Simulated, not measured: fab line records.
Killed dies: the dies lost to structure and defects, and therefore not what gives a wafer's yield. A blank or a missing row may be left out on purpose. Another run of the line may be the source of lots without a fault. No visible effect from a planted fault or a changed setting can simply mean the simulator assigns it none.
A lot that was struck, set against a sound lot | flow gf180mcu | 18 out of 602 route steps
Sound: wafers L962.2, L962.3, L962.6. The struck wafers were L982.1, L982.4, L982.6. At the end, the cause is stated.
For every step that has rows: the tool of each side, followed by ch and its chambers, followed by its first start. Under that, the readings that differ: sound wafers | struck wafers | difference of the means | sigmas: that difference in standard deviations of wafers without a fault.
alike: readings with means less than 2 such deviations apart, plus words and numbers identical on both sides. not compared: withheld readings, readings lacking a value on some wafer, bounds such as >300 that could conceal the same value, and numbers that have no deviation in the record and whose values overlap.
A row with sigmas, a row that says differs or no value, or rows on one side alone: a step with any of these is where the two part. Non-overlapping numbers with no deviation appear without sigmas and do not part them. Lack of a reading on every wafer of one side parts them only where that side has two or more wafers.

GF_V5_RS_MEAS_24: the measuring method here is four-point-probe.
  sound on film_metro-03 at day 27 12:20; struck on film_metro-03 at day 33 08:35
  alike: V5_W_RS
GF_V5_THK_MEAS_25: measures by xrf.
  sound on film_metro-03 at day 27 12:26; struck on film_metro-03 at day 33 08:43
  alike: V5_W_THK
GF_V5_CMP_26: polishes, stops on SiO2, t overpolish 15 s, target thk 0 nm.
  sound on cmp-02 ch 0,2, day 27 12:32; struck on cmp-02 ch 0,2, day 33 08:46
  alike: motor_current_A, overpolish_run_s, time_to_endpoint_s
then, 1 step without rows for these wafers: GF_TOP_METAL_SPUTTER_00 (material Ti, target thk 37.5 nm, time 150 s).
GF_TOP_METAL_SPUTTER_01: material TiN, target thk 30 nm, time 25 s.
  sound on pvd_sputter-01 at day 27 12:53; struck on pvd_sputter-03 at day 33 09:10
  alike: throttle_valve_pct
GF_TOP_METAL_SPUTTER_02: material AlCu, target thk 900 nm, time 47.19 s.
  sound on pvd_sputter-01 at day 27 12:55; struck on pvd_sputter-03 at day 33 09:12
  alike: throttle_valve_pct
GF_TOP_METAL_SPUTTER_03: material Ti, target thk 5 nm, time 3.3 s.
  sound on pvd_sputter-01 at day 27 12:58; struck on pvd_sputter-03 at day 33 09:14
  alike: throttle_valve_pct
GF_TOP_METAL_SPUTTER_04: material TiN, target thk 25 nm, time 20.8 s.
  sound on pvd_sputter-01 at day 27 12:59; struck on pvd_sputter-03 at day 33 09:16
  alike: throttle_valve_pct
GF_TOP_METAL_RS_MEAS_05: the measuring method here is four-point-probe.
  sound on film_metro-01 at day 27 13:02; struck on film_metro-03 at day 33 09:17
  alike: TOP_METAL_ALCU_RS
GF_TOP_METAL_THK_MEAS_06: measures by xrf.
  sound on film_metro-01 at day 27 13:08; struck on film_metro-03 at day 33 09:25
  alike: TOP_METAL_ALCU_THK
then, 2 steps without rows for these wafers: GF_TOP_METAL_DEHYDRATE_07 (time 60 s); GF_TOP_METAL_HMDS_08 (prime time 60 s).
GF_TOP_METAL_COAT_09: resist thk 1500 nm.
  sound on litho_track-03 ch 0, day 27 22:38; struck on litho_track-01 ch 0, day 33 16:11
  reading                                        | sound                | struck               | difference | sigmas
  spin_speed_rpm (rpm)                           | 3004.7 3003.2 3004.6 | 3037.8 3042.1 3042.4 | +36.6      | +19
  model.NOVOLAK_of_TOP_METAL_COAT_09.thk_nm (nm) | 1502 1498 1501       | 1497 1492 1497       | -5         |
then, 3 steps without rows for these wafers: GF_TOP_METAL_SOFTBAKE_10 (time 60 s); GF_TOP_METAL_EXPOSE_11 (exposes mask MetalTop, target cd 440 nm); GF_TOP_METAL_PEB_12.
GF_TOP_METAL_DEVELOP_13: develop time 60 s.
  sound on litho_track-02 ch 0, day 28 08:10; struck on litho_track-03 ch 0, day 33 23:48
  not compared: model.NOVOLAK_of_TOP_METAL_COAT_09.thk_nm
GF_TOP_METAL_CD_MEAS_14: target cd 440 nm.
  sound on cd_sem-01 at day 28 08:19; struck on cd_sem-02 at day 33 23:57
  alike: cd_nm

## WHERE THEY PART
Only at GF_TOP_METAL_COAT_09, as far as this record shows. Later steps at which nothing parts them and some readings are alike: GF_TOP_METAL_CD_MEAS_14.

WHY: what the simulator had put in
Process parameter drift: litho_track-01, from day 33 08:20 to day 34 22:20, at GF_TOP_METAL_COAT_09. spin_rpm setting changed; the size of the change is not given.
